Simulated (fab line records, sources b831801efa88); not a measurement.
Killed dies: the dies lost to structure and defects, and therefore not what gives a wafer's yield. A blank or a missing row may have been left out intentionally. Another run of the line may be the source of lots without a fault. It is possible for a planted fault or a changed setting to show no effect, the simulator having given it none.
Chamber matching | flow gf180mcu | GF_V1_ETCH_16 on rie_diel-02: 4 sister chambers
The step etches BARC in N2/H2. 4 wafers are shown with their chamber, then 10 later ones without.

## WAFERS WITH THEIR CHAMBER
wafer  | chamber | drypump_motor_current_A (A)
L085.6 | 0       | 5.83
L090.6 | 2       | 5.22
L092.2 | 3       | 5.51
L092.4 | 1       | 6.10

## WAFERS WITH NO CHAMBER GIVEN
wafer  | drypump_motor_current_A (A)
L092.6 | 6.14
L094.1 | 5.15
L094.5 | 5.17
L094.6 | 5.51
L096.1 | 5.19
L096.3 | 5.90
L096.6 | 5.21
L097.2 | 6.12
L097.3 | 5.21
L097.4 | 5.87

## WHICH CHAMBER EACH ONE RAN IN
wafer  | from the rows above | in truth
L092.6 | 1                   | 1
L094.1 | 2                   | 2
L094.5 | 2                   | 2
L094.6 | 3                   | 3
L096.1 | 2                   | 2
L096.3 | 0                   | 0
L096.6 | 2                   | 2
L097.2 | 1                   | 1
L097.3 | 2                   | 2
L097.4 | 0                   | 0
Correct placement for 10 of the 10. Can't be placed from these rows: 0. Number placed wrongly: 0.
How it was worked out, from the rows above alone: a wafer's distance from a chamber is the root of the sum, over the readings, of the square of ((its reading less the chamber's mean) divided by the reading's scatter). If the next closest chamber is less than 2 further off than the closest, the wafer can't be placed; otherwise it belongs to the closest. Each chamber's mean is taken over the wafers shown for it. The scatter: root of mean squared gap, hidden wafer to nearest shown wafer, with one shown wafer a chamber.
